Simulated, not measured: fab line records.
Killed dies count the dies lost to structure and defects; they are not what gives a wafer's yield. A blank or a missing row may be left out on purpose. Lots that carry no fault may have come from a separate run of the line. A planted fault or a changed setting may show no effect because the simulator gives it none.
Which tool is to blame? ; flow sky130 ; 11 lots (33 wafers sampled), 1 step of a 708-step route

WHAT EACH GAUGE READ, for each wafer
SKY_LI_CONTACT_BOW_MEAS_03.
lot;measured;on;LI_CONTACT_BOW (um)
L633;day 28 11:00;film-metro-04;62 57 54
L635;day 29 08:00;film-metro-01;54 62 66
L640;day 30 18:20;film-metro-03;60 49 71
L641;day 31 01:15;film-metro-04;49 64 59
L648;day 33 12:39;film-metro-03;61 56 64
L649;day 33 18:18;film-metro-04;48 56 54
L651;day 34 09:56;film-metro-04;56 57 56
L652;day 34 11:45;film-metro-03;56 51 61
L653;day 34 22:20;film-metro-03;69 63 64
L654;day 35 04:57;film-metro-03;61 55 59
L655;day 35 14:11;film-metro-03;52 54 46

TOOL THAT RAN EACH LOT (tool first, then ch and the chambers of the sampled wafers, then the start)
Before these readings, the record contains no process step.

THE ANSWER, worked out from the rows above alone
Rule: what is usual is taken from the lots themselves. Put in order of their means at a reading, lots are off if they are a third of the lots or fewer, leave a main group of 4 or more, and stand apart from it by a gap of 3 or more times the standard deviation of the main group's means; of several such gaps the widest counts. The tables above print the reading to a certain number of digits; a main group whose means all agree to those digits is not used. Also off: a lot with no number at a reading for which 4 or more lots have one. Any other lot the step has rows for is counted as sound.
No lot is off on any of the readings shown, so nothing can be concluded from this.

WHAT THE SIMULATOR HAD PUT IN
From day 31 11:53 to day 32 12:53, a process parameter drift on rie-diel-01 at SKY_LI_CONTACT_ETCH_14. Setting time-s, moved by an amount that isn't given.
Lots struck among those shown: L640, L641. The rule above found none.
